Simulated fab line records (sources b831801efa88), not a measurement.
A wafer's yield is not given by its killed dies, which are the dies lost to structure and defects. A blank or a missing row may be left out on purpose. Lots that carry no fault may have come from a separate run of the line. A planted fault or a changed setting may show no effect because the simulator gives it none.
Split-lot trial | flow sky130 | route with 708 steps; 5 lots, 23 wafers read

== ON THE SPLIT ==
At SKY_VIA1_HDPCVD_00 (deposits SiO2, target thk 1030 nm, time 171.7 s), the setting sih4FlowSccm was moved away from the recipe's 60 sccm on 9 of the 23 wafers read, by +3.8% to +13.4%. This setting was run at the recipe's value on the other wafers.

There is no step in the file separating the split from the reading.

== THE READING ==
VIA1_HDPCVD_THK, in nm, at SKY_VIA1_THK_MEAS_01. A value of 1030 nm with a standard deviation of 10 nm is what fault-free wafers of this fab line usually give.

wafer  | tool, chamber at the split | sih4FlowSccm as run, sccm | against the recipe | VIA1_HDPCVD_THK, nm | against lot-mates on the recipe
L077.1 | hdpcvd-01, 2               | 66.74                     | +11.2%             | 1151                | +111
L077.2 | hdpcvd-01, 0               | 60                        | recipe             | 1040                | -
L077.4 | hdpcvd-01, 1               | 66.74                     | +11.2%             | 1166                | +126
L077.5 | hdpcvd-01, 2               | 60                        | recipe             | 1036                | -
L077.6 | hdpcvd-01, 0               | 60                        | recipe             | 1043                | -
L078.1 | hdpcvd-01, 2               | 62.25                     | +3.8%              | 1063                | +32
L078.2 | hdpcvd-01, 0               | 62.25                     | +3.8%              | 1069                | +38
L078.3 | hdpcvd-01, 1               | 60                        | recipe             | 1035                | -
L078.4 | hdpcvd-01, 1               | 60                        | recipe             | 1033                | -
L078.5 | hdpcvd-01, 2               | 60                        | recipe             | 1024                | -
L081.1 | hdpcvd-01, 0               | 60                        | recipe             | 1039                | -
L081.4 | hdpcvd-01, 0               | 60                        | recipe             | 1033                | -
L081.5 | hdpcvd-01, 1               | 60                        | recipe             | 1005                | -
L082.2 | hdpcvd-01, 0               | 60                        | recipe             | 1027                | -
L082.3 | hdpcvd-01, 1,0             | 64.85                     | +8.1%              | 1104                | +80
L082.4 | hdpcvd-01, 0               | 64.85                     | +8.1%              | 1123                | +98
L082.5 | hdpcvd-01, 1               | 60                        | recipe             | 1022                | -
L082.6 | hdpcvd-01, 1,0             | 64.85                     | +8.1%              | 1111                | +86
L085.1 | hdpcvd-01, 1,0             | 68.04                     | +13.4%             | 1164                | +147
L085.2 | hdpcvd-01, 1,0             | 68.04                     | +13.4%             | 1157                | +140
L085.3 | hdpcvd-01, 0               | 60                        | recipe             | 1032                | -
L085.4 | hdpcvd-01, 1               | 60                        | recipe             | 1016                | -
L085.5 | hdpcvd-01, 1               | 60                        | recipe             | 1004                | -
Rows listing several chambers each stand for several wafers; the file does not say which wafer went through which chamber.

THE FIT
A straight line over all 23 wafers: VIA1_HDPCVD_THK changes by +10.6 nm for each +1% of sih4FlowSccm; r = +0.98; the points scatter about the line by 11 nm.
The same after taking each lot's own level away (the mean of its wafers on the recipe; 23 wafers): +10.7 nm for each +1%; r = +0.99; scatter 8.6 nm.
According to that fit, moving sih4FlowSccm by its largest amount changes the reading by 1.4e+02 nm.
Measured against the standard deviation above, the lots' own levels, which go from 1017.3 to 1039.7 nm, span 2.2 times it.
The two slopes agree, so the slope changes little with the lot-to-lot level.
Check: with one of the wafers moved furthest among these (+13.4%) left out of the fit, the line predicts +142 nm for it against its lot-mates. Against them it came out at +147 nm.

== THE WHOLE CHAIN: every reading that the file lists as answering this split, in the file's order ==
step                 | what it does                                    | reading                                                                       | change (the file's fit)              | r (the file's)
SKY_VIA1_HDPCVD_00   | deposits SiO2, target thk 1030 nm, time 171.7 s | SiO2_of_VIA1_HDPCVD_00.thkNm (the simulator's own value, which no gauge read) | +10.8 nm for each +1% of the setting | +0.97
SKY_VIA1_THK_MEAS_01 |                                                 | VIA1_HDPCVD_THK                                                               | +10.6 for each +1% of the setting    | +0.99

== FILE'S OWN FIT ==
VIA1_HDPCVD_THK changes by +10.6 nm for each +1% of sih4FlowSccm, r = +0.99.
